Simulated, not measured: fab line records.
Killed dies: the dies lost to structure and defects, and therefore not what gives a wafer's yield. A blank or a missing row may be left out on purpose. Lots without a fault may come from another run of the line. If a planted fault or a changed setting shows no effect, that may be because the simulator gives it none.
Which tool is to blame? ; flow sky130 ; 6 lots with 18 wafers sampled at 3 steps, on a route of 708 steps

WHAT THE GAUGES SHOWED, per wafer
SKY_METAL5_THK_MEAS_06: measures by xrf.
lot;measured;on;METAL5_ALCU_THK (nm)
L698;day 42 22:04;film_metro-04;1172 1168 1158
L701;day 43 17:49;film_metro-03;1169 1163 1167
L707;day 45 18:14;film_metro-04;1166 1157 1162
L710;day 46 06:52;film_metro-02;1153 1155 1146
L713;day 46 19:12;film_metro-04;1151 1161 1160
L717;day 47 22:10;film_metro-02;1147 1143 1138

WHICH TOOL RAN EACH LOT (tool, then ch and the chambers of the sampled wafers, then the start)
lot;SKY_LOCAL_INTERCONNECT_CLEAN_18;SKY_METAL5_SPUTTER_00
L698;wet_bench-02 ch 3, day 30 16:25;pvd_sputter-02, day 42 21:47
L701;wet_bench-01 ch 1, day 31 12:30;pvd_sputter-04, day 43 17:32
L707;wet_bench-01 ch 0, day 33 21:49;pvd_sputter-02, day 45 17:56
L710;wet_bench-04 ch 3, day 34 15:42;pvd_sputter-04, day 46 06:35
L713;wet_bench-01 ch 1, day 35 04:12;pvd_sputter-04, day 46 18:54
L717;wet_bench-01 ch 0, day 36 20:32;pvd_sputter-04, day 47 21:53
- SKY_LOCAL_INTERCONNECT_CLEAN_18: cleans in O3/DIW.
- SKY_METAL5_SPUTTER_00: material Ti, target thk 15 nm, time 10 s.

THE ANSWER, worked out from the rows above alone
Rule: what is usual is taken from the lots themselves. Put in order of their means at a reading, lots are off if they are a third of the lots or fewer, leave a main group of 4 or more, and stand apart from it by a gap of 3 or more times the standard deviation of the main group's means; of several such gaps the widest counts. A main group is skipped when, at the precision printed for the reading in the tables above, its means are all equal. Also off: a lot with no number at a reading for which 4 or more lots have one. Any other lot the step has rows for is counted as sound.
Across all readings shown, no lot is off: no conclusion can be drawn from this.

WHAT HAD BEEN PUT IN BY THE SIMULATOR
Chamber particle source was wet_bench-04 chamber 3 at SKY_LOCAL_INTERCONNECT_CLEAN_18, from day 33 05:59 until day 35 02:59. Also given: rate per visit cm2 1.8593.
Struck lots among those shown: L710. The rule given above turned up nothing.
